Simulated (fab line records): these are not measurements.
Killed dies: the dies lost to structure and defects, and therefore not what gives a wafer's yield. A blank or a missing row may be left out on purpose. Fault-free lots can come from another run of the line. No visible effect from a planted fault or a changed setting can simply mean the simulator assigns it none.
Matching of chambers	flow sky130	SKY_VIA1_ETCH_14 on rie_diel-03 has 4 sister chambers
The step etches BARC in N2/H2, stops on SiO2, time 45.9 s, target depth 60 nm. 18 wafers are shown with their chamber, then 9 later ones without.

== EACH WAFER AND ITS CHAMBER ==
wafer	chamber	drypump_motor_current_A (A)	rf_fwd_power_W (W)	oes_product_au (a.u.)
L082.1	0	5.2	496.8	0.861
L082.2	3	5.4	491.5	0.862
L082.3	1	5.8	493.9	0.853
L083.2	3	5.4	490.1	0.848
L083.3	0	5.2	493.6	0.855
L083.4	0	5.2	495.0	0.861
L085.1	2	6.1	497.3	0.860
L085.2	0	5.2	495.7	0.865
L085.3	1	5.8	494.5	0.852
L088.3	1	5.8	493.9	0.851
L088.5	3	5.4	493.6	0.857
L088.6	2	6.1	494.3	0.855
L089.2	3	5.4	493.8	0.858
L089.3	1	5.8	495.9	0.851
L089.6	0	5.3	494.4	0.859
L090.2	1	5.8	494.6	0.856
L090.4	2	6.1	494.6	0.853
L090.5	0	5.2	495.2	0.856

SIGNATURES (means of the wafers above)
reading	chamber 0	chamber 1	chamber 2	chamber 3	scatter within a chamber
drypump_motor_current_A	5.217	5.800	6.100	5.400	0.0244
rf_fwd_power_W	495.117	494.560	495.400	492.250	1.3
oes_product_au	0.85950	0.85260	0.85600	0.85625	0.00392
Rule: distance of a wafer from a chamber = root of the sum over the readings of ((wafer's reading minus chamber's mean) / reading's scatter) squared. The wafer belongs to the nearest chamber; if the next one is less than 2 further off, it can't be placed. How the scatter is found: for the shown wafers, subtract from each reading the mean of its chamber, square and add these, divide the total by (wafers less chambers), then take the root.

== WAFERS WITH NO CHAMBER GIVEN ==
wafer	drypump_motor_current_A (A)	rf_fwd_power_W (W)	oes_product_au (a.u.)
L092.3	5.2	493.0	0.844
L092.4	5.4	494.1	0.852
L092.5	5.8	497.2	0.858
L094.1	5.8	493.3	0.853
L094.2	5.2	491.6	0.862
L094.3	5.4	493.0	0.864
L096.3	6.1	495.9	0.853
L096.5	5.2	495.5	0.861
L096.6	6.1	493.4	0.862

== CHAMBER TAKEN BY EACH ==
wafer	from the rows above	in truth
L092.3	0	0
L092.4	3	3
L092.5	1	1
L094.1	1	1
L094.2	0	0
L094.3	3	3
L096.3	2	2
L096.5	0	0
L096.6	2	2
9 of 9 placed correctly. Not placeable from these rows: 0. Wrongly placed: 0.
